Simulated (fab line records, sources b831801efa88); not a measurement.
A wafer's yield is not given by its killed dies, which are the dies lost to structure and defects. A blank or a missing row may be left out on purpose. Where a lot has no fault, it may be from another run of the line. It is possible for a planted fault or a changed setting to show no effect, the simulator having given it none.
Which of the tools did it?    flow sky130    11 lots with 32 wafers sampled at 5 steps, on a route of 708 steps

== WHAT THE GAUGES SHOWED, per wafer ==
SKY_GATE_OXIDE_THK_MEAS_02.
lot   measured      on             GATE_OXIDE_OXIDATION_00_THK (nm)
L897  day 12 20:13  film-metro-02  10.52 10.39 10.58
L898  day 13 05:50  film-metro-02  10.48 10.67 10.45
L899  day 13 05:50  film-metro-03  10.65 10.79 10.61
L900  day 13 16:58  film-metro-03  10.18 10.10 10.01
L901  day 14 01:11  film-metro-02  10.48 10.45 10.20
L902  day 14 18:16  film-metro-02  10.16 10.12 10.39
L904  day 15 01:02  film-metro-02  10.02 10.10 9.85
L905  day 15 08:38  film-metro-01  10.65 10.47 10.45
L909  day 16 20:02  film-metro-03  10.14 10.12 10.20
L910  day 17 01:39  film-metro-01  10.71 10.73 10.41
L915  day 18 21:20  film-metro-03  10.38 10.35

SKY_LDD_P_OVL_MEAS_08.
lot   measured      on          LDD_P_OVL (nm)
L897  day 18 23:05  overlay-02  2.1 1.6 1.6
L898  day 19 11:14  overlay-01  0.6 -0.2 0.5
L899  day 19 11:40  overlay-01  0.0 1.0 -0.2
L900  day 20 04:27  overlay-02  1.3 0.5 1.6
L901  day 20 10:22  overlay-01  1.1 -0.2 0.1
L902  day 21 07:56  overlay-02  2.0 0.0 1.3
L904  day 21 15:59  overlay-02  2.1 0.7 1.6
L905  day 21 23:27  overlay-01  0.6 0.9 1.8
L909  day 23 10:58  overlay-01  -1.1 -1.7 0.5
L910  day 23 23:15  overlay-01  -0.9 0.8 0.2
L915  day 25 14:02  overlay-02  0.2 -0.2

SKY_VIA1_CD_MEAS_12: the cd target is 150 nm.
lot   measured      on         cd-nm (nm)
L897  day 33 21:14  cd-sem-01  152.8 151.8 153.7
L898  day 34 13:00  cd-sem-01  148.8 148.4 147.7
L899  day 34 11:09  cd-sem-02  148.6 149.2 147.4
L900  day 34 23:49  cd-sem-02  150.4 148.3 149.5
L901  day 35 03:09  cd-sem-02  150.3 151.9 152.1
L902  day 35 22:31  cd-sem-02  150.9 151.9 151.1
L904  day 36 08:16  cd-sem-01  147.5 147.5 151.0
L905  day 36 19:29  cd-sem-01  150.1 149.7 149.2
L909  day 37 17:03  cd-sem-02  150.7 149.9 149.7
L910  day 38 04:35  cd-sem-01  151.1 151.4 151.8
L915  day 39 14:27  cd-sem-02  149.6 78.6

== EACH LOT AND THE TOOL THAT RAN IT (in order: tool; ch and the chambers of the sampled wafers; start) ==
lot   SKY_SONOS_ONO_STRIP_17                SKY_VIA1_EXPOSE_09
L897  plasma-asher-04 ch 0,1, day 12 15:10  krf-scanner-02 ch 0, day 33 08:32
L898  plasma-asher-04 ch 0,1, day 12 21:53  krf-scanner-01 ch 0, day 33 23:39
L899  plasma-asher-04 ch 0,1, day 13 03:34  krf-scanner-01 ch 0, day 33 22:04
L900  plasma-asher-03 ch 1, day 13 15:22    krf-scanner-01 ch 0, day 34 10:48
L901  plasma-asher-02 ch 0,1, day 13 23:11  krf-scanner-02 ch 0, day 34 13:56
L902  plasma-asher-02 ch 0,1, day 14 16:38  krf-scanner-01 ch 0, day 35 09:08
L904  plasma-asher-03 ch 0,1, day 14 22:22  krf-scanner-01 ch 0, day 35 18:55
L905  plasma-asher-04 ch 0,1, day 15 05:07  krf-scanner-01 ch 0, day 36 06:47
L909  plasma-asher-02 ch 0,1, day 16 16:08  krf-scanner-02 ch 0, day 37 04:46
L910  plasma-asher-04 ch 0,1, day 16 22:19  krf-scanner-01 ch 0, day 37 15:56
L915  plasma-asher-04 ch 0, day 18 17:08    krf-scanner-02 ch 0, day 39 02:19
- SKY_SONOS_ONO_STRIP_17: strips in O2/N2.
- SKY_VIA1_EXPOSE_09: exposes mask VIM, target cd 150 nm.

== WHAT THE TOOLS THEMSELVES READ (means of the sampled wafers that have a number; where no wafer has one, the mark that the record gives instead) ==
SKY_SONOS_ONO_STRIP_17.
lot   tool             drypump-motor-current-A (A)  oes-product-au (a.u.)  strip-time-to-endpoint-s (s)
L897  plasma-asher-04  5.2                          0.713                  14.10
L898  plasma-asher-04  5.2                          0.706                  14.14
L899  plasma-asher-04  5.2                          0.708                  14.15
L900  plasma-asher-03  5.9                          0.710                  14.10
L901  plasma-asher-02  5.5                          0.707                  14.12
L902  plasma-asher-02  5.5                          0.711                  14.01
L904  plasma-asher-03  6.2                          0.711                  14.06
L905  plasma-asher-04  5.1                          0.705                  14.11
L909  plasma-asher-02  5.5                          0.709                  14.12
L910  plasma-asher-04  5.1                          0.711                  14.07
L915  plasma-asher-04  5.0                          0.708                  14.13

SKY_VIA1_EXPOSE_09.
lot   tool            exposure-dose-mJ-cm2
L897  krf-scanner-02  37.93
L898  krf-scanner-01  37.92
L899  krf-scanner-01  38.00
L900  krf-scanner-01  37.98
L901  krf-scanner-02  37.97
L902  krf-scanner-01  37.96
L904  krf-scanner-01  38.00
L905  krf-scanner-01  38.00
L909  krf-scanner-02  37.94
L910  krf-scanner-01  37.98
L915  krf-scanner-02  38.00

== THE ANSWER, worked out from the rows above alone ==
Rule: what is usual is taken from the lots themselves. Put in order of their means at a reading, lots are off if they are a third of the lots or fewer, leave a main group of 4 or more, and stand apart from it by a gap of 3 or more times the standard deviation of the main group's means; of several such gaps the widest counts. A main group whose means are all the same, to the digits that the tables above print for the reading, isn't used. Also off: a lot with no number at a reading for which 4 or more lots have one. All remaining lots with rows at the step are treated as sound. First the gauges in route order, then the tools' own readings, where a lot's mean is used as printed above. The first step at which some lot is off is used, and at that step the reading that is off furthest; a lot without a number counts as furthest.
Off, at SKY_VIA1_CD_MEAS_12 on cd-nm: L915. The main group has a mean of 150.1 nm with a standard deviation of 1.4.
A tool fits if, at a process step before that reading, it ran every lot that is off, and no sound lot after the first of them. Gauges at SKY_VIA1_CD_MEAS_12: tried the same way as those tools. Can't be told from this: 3 tools fit, plasma-asher-04 at SKY_SONOS_ONO_STRIP_17, krf-scanner-02 at SKY_VIA1_EXPOSE_09, cd-sem-02 at SKY_VIA1_CD_MEAS_12.

== WHAT THE SIMULATOR PUT IN ==
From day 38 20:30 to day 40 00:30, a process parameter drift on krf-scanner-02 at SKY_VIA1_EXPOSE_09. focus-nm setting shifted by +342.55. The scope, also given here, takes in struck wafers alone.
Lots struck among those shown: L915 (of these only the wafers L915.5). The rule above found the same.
